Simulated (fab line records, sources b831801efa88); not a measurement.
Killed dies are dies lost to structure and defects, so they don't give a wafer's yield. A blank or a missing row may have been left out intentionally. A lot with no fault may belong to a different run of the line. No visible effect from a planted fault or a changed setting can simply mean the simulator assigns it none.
fab line records | flow sky130
record: lots: 7 wafers: 17 last_day: 50
route steps=708 shown DNWELL@39 PWDE@45
lots untouched by any fault: they come from a run of this same line in which no faults occurred
start_h: start of the lot's first displayed wafer, in hours after the record's first day | wait_h: how many hours have passed since the lot's step before this one | " identical to the entry in the row above | L1.1+2: a row that stands for several wafers | - no value, or no start given | * or withheld: withheld | < > ~ a bound
route shown NAME@n: NAME is a module with steps in the file, n the number in the route of the first one | usual: mean/standard deviation of fault-free wafers | same: alike in all rows | chamber/n: place in a boat | sites: the reading at each site | _std_site: standard deviation across them | _edge_site: mean of outer sites minus mean of inner sites | radius_mm: how far each site lies from the wafer's centre | mask NAME#n: copy n | behind: the last tool/chamber to shape the wafer | hold: why the lot was held/for how many hours/how that ended | device: transistor that didn't switch, given as n, p or np | end of line: the tests these same wafers got at the end of their route | for a step that has no rows: nothing shown but its recipe | killed: the dies lost at the first sort to structure and to defects; this is not the yield of the wafer | map: a wafer's dies, x killed, . not, _ none there
set.NAME: the run value of the setting; set.NAME@STEP: its run value at that earlier step | model.NAME: the simulator's own value behind a step, which no gauge read
lots seen at some steps along the route; tables by step, rows by wafer
services: from which hour (start_h, from the record's first day; less than 0 if before it) a tool's chamber was out of use, for how many hours, and why
== steps ==
step: SKY_DNWELL_EXPOSE_04
recipe: mask_id: DNM na: 0.57 target_cd_nm: 3000 dose_mj: 222
step: SKY_DNWELL_PEB_05
recipe: temp_c: 115 time_s: withheld
step: SKY_DNWELL_DEVELOP_06
recipe: wall_angle_deg: 90 developer: TMAH develop_time_s: 60 dev_temp_c: 23
step: SKY_DNWELL_IMPLANT_07
recipe: species: P energy_kev: withheld dose_cm2: withheld tilt_deg: withheld
step: SKY_DNWELL_STRIP_08
recipe: chemistry: O2/N2 power_w: 1400 pressure_mtorr: 1500 platen_temp_c: withheld o2_flow_sccm: 3000 n2_flow_sccm: 300 overash_fraction: 0.5
usual: drypump_motor_current_A: 6.17/0.21 oes_product_au: 0.723/0.0052 strip_time_to_endpoint_s: 36.91/0.12
columns lot.wafer tool chamber start_h wait_h drypump_motor_current_A oes_product_au rf_hours_counter_h strip_time_to_endpoint_s
L825.2 plasma_asher-01 0 66.21 0.1 5.83 0.718 27 36.67
L825.4 " 1 " " 6.37 0.724 - 36.73
L825.6 " 1 " " 6.37 0.713 - 36.68
L828.3 plasma_asher-04 1 85.54 0.1 6.23 0.720 - 36.68
L828.4 " 0 " " 6.34 0.716 - 36.69
L828.6 " 0 " " 6.35 0.721 - 36.73
L833.1 plasma_asher-03 1 112.31 0.1 6.17 0.719 42 36.80
L833.6 " 1 " " 6.16 0.717 - 36.82
L834.6 plasma_asher-03 1 116.62 0.1 6.17 0.722 - 36.83
L837.2 plasma_asher-01 1 136.11 0.1 6.36 0.731 34 36.90
L837.6 " 1 " " 6.37 0.716 - 36.91
L843.3 plasma_asher-01 0 165.03 0.1 5.82 0.722 - 36.93
L843.4 " 1 " " 6.38 0.725 - 36.94
L843.5 " 1 " " 6.39 0.725 - 36.85
L845.2 plasma_asher-04 1 176.71 0.1 6.24 0.719 6 36.88
L845.3 " 1 " " 6.27 0.732 - 36.95
L845.6 " 1 " " 6.24 0.722 - 36.93
step: SKY_DNWELL_TW_MEAS_09
usual: DNWELL_TW: 1119/7.9
columns lot.wafer tool chamber start_h wait_h DNWELL_TW
L825.2 film_metro-02 - 66.32 0.1 1111
L825.4 " - " " 1110
L825.6 " - " " 1114
L828.3 film_metro-02 - 85.63 0.1 1122
L828.4 " - " " 1117
L828.6 " - " " 1116
L833.1 film_metro-02 - 112.41 0.1 1109
L833.6 " - " " 1110
L834.6 film_metro-01 - 116.70 0.1 1123
L837.2 film_metro-02 - 136.22 0.1 1113
L837.6 " - " " 1116
L843.3 film_metro-01 - 165.14 0.1 1125
L843.4 " - " " 1135
L843.5 " - " " 1131
L845.2 film_metro-01 - 176.82 0.1 1117
L845.3 " - " " 1115
L845.6 " - " " 1116
step: SKY_PWDE_DEHYDRATE_00
recipe: temp_c: 200 time_s: 60
step: SKY_PWDE_HMDS_01
recipe: prime_time_s: 60 prime_temp_c: 120
step: SKY_PWDE_COAT_02
recipe: spin_rpm: 2000 resist_thk_nm: 3000
step: SKY_PWDE_SOFTBAKE_03
recipe: temp_c: 110 time_s: withheld
step: SKY_PWDE_EXPOSE_04
recipe: mask_id: PWDEM na: 0.6 source_shape: conventional sigma_outer: 0.6 polarization: unpolarized target_cd_nm: 840 dose_mj: 214
step: SKY_PWDE_PEB_05
recipe: temp_c: 115 time_s: withheld
step: SKY_PWDE_DEVELOP_06
recipe: wall_angle_deg: 90 developer: TMAH develop_time_s: 60 dev_temp_c: 23
columns lot.wafer tool chamber start_h wait_h
L825.2+4+6 litho_track-02 0 82 -
L828.3+4+6 litho_track-02 0 103 -
L833.1+6 litho_track-02 0 130 -
L834.6 litho_track-02 0 135 -
L837.2+6 litho_track-02 0 156 -
L843.3+4+5 litho_track-03 0 185 -
L845.2+3+6 litho_track-03 0 196 -
step: SKY_PWDE_OVL_MEAS_07
usual: PWDE_OVL: -0.2/1.3
columns lot.wafer tool chamber start_h wait_h PWDE_OVL[nm]
L825.2 overlay-02 - 83.02 - -3.3
L825.4 " - " " -0.5
L825.6 " - " " -0.4
L828.3 overlay-01 - 103.37 - -1.0
L828.4 " - " " -0.3
L828.6 " - " " -1.1
L833.1 overlay-01 - 130.51 - -1.4
L833.6 " - " " -
L834.6 overlay-02 - 135.29 - -
L837.2 overlay-02 - 156.32 - -
L837.6 " - " " -
L843.3 overlay-01 - 185.51 - -0.4
L843.4 " - " " -0.2
L843.5 " - " " 0.1
L845.2 overlay-02 - 196.95 - -0.5
L845.3 " - " " 0.0
L845.6 " - " " 0.1
step: SKY_PWDE_IMPLANT_08
recipe: species: B energy_kev: 150 dose_cm2: 3.6e+12 tilt_deg: withheld
== services ==
columns tool chamber start_h hours kind
plasma_asher-03 - 51.77 14.6 pm
plasma_asher-04 - 108.75 9.0 pm
plasma_asher-04 0 108.75 9.0 vent_cycle
plasma_asher-04 1 108.75 9.0 vent_cycle
plasma_asher-04 0 117.75 - clean
plasma_asher-04 1 117.75 - clean
plasma_asher-04 - 179.25 1.2 repair
== key ==
first_sign: step: SKY_PWDE_OVL_MEAS_07 reading: PWDE_OVL direction: missing
effect none on later readings
met_at SKY_PWDE_DEVELOP_06
struck_wafers L833.6,L834.6,L837.2,L837.6
sort_left_out L833.6,L834.6,L837.2,L837.6
tester_left_out L833,L834,L837
onset_between 103 130
fault: kind: process_parameter_drift tool: litho_track-02 chamber: - onset_h: 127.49 steps: SKY_PWDE_DEVELOP_06 channel: develop_time_s offset: * shape: step end_h: 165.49 scope: struck_wafers_only acts_in: * stated: *
tester_left_out: of these lots the tester's yield and bins aren't shown, on N5 and GAA mostly nor the transistor test; their killed dies are dies lost to structure and defects alone, not to doping, threshold or leakage, so they don't give the yield
sort_left_out: the simulated sort isn't trusted on such a fault, so these wafers' sort isn't shown, and their yield isn't known
